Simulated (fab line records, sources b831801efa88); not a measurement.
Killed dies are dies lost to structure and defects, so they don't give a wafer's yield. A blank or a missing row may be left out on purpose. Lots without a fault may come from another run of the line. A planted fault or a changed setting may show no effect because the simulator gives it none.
Problem report in the 8D (eight disciplines) form, filled by code | flow sky130 | the parts of the form that need people (team, actions taken, sign-off) are left out

1. THE PROBLEM
SD_P_TW at SKY_SD_P_TW_MEAS_11 reads a mean of 30 on 3 wafers of 2 lots; wafers without a fault read 2807 with a standard deviation of 22. That is -99 or more standard deviations from the usual mean.
First seen on wafer L357.3, day 29 04:12, on film_metro-01. The record holds 42 wafers of 14 lots with a number at this step. Rule for "out", or "out of limits": more than 4 standard deviations from the usual mean. The other wafers with a number count as sound.

2. WHAT IT IS AND WHAT IT IS NOT
question                    | is                           | is not
which readings at this step | SD_P_TW                      | -
which lots                  | L357, L358                   | L348, L349, L359, L360, L361, L362, L364, L366, L367, L369, L370, L371
which wafers of those lots  | L357.3, L357.4, L358.4       | L357.1, L358.5, L358.6
read on which gauges        | film_metro-01, film_metro-02 | film_metro-04
when                        | from day 29 04:12            | up to then (7 sound wafers); but 32 sound wafers of L358, L359, L360, L361, L362, L364, L366, L367, L369, L370, L371 came after

3. SUSPECTS, AND WHAT RULES EACH OUT
Counting: a tool at a process step up to the reading stays a suspect if it ran every lot that is out. Sound lots after the first of them don't rule it out here, since some wafers of a struck lot are sound.
- the gauge at SKY_SD_P_TW_MEAS_11: ruled out. The wafers that are out were read on 2 gauges (film_metro-01, film_metro-02).
- litho_track-03 at SKY_SD_P_DEVELOP_06 (develop time 60 s): kept. It ran every lot that is out, first L357 (day 29 03:38).
Left after counting: litho_track-03 at SKY_SD_P_DEVELOP_06.

4. THE CAUSE (what the simulator had put in)
Process parameter drift: litho_track-03, from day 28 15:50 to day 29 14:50, at SKY_SD_P_DEVELOP_06. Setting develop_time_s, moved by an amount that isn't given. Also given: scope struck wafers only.
Counting left only this tool.

5. THE CHAIN OF EFFECTS, in route order
Each row: a reading whose mean over the struck wafers that have a number lies more than 3 standard deviations from the usual. Only readings for which the record gives a usual standard deviation are gone through. hours: the time from each lot's start at the first step in this table that gives one to its start at this step, as a median over the lots. sigmas: the change in usual standard deviations.
hours | step                | reading | usual | on struck wafers | change | sigmas
0     | SKY_SD_P_TW_MEAS_11 | SD_P_TW | 2807  | 30               | -2777  | -99 or more
Readings that are blank on the struck wafers while sound wafers have them: cd_nm at SKY_SD_P_CD_MEAS_07; SD_P_OVL at SKY_SD_P_OVL_MEAS_08.
Later measuring or inspecting steps at which every struck wafer that the step has a row for has a number for every such reading, and none has moved that far: SKY_METAL2_CD_MEAS_15.

6. WHAT WOULD HAVE CAUGHT IT SOONER
In this record the first reading out of limits at a measuring or inspecting step was taken at day 29 04:12, 12 hours after the fault began at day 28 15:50.
Between SKY_SD_P_DEVELOP_06 and SKY_SD_P_TW_MEAS_11, SKY_SD_P_CD_MEAS_07 gave no cd_nm and SKY_SD_P_OVL_MEAS_08 gave no SD_P_OVL on the struck wafers, where sound wafers have one: a measuring or inspecting step that comes back empty is itself a sign.
Of the tool readings at SKY_SD_P_DEVELOP_06 for which the record gives a usual standard deviation, none was out on any struck wafer, so an alarm limit of 4 standard deviations on them would not have fired.
Of the lots that are out (2), L358 began SKY_SD_P_DEVELOP_06 on litho_track-03 after day 29 04:12. A hold on the tool at that time would have spared it.
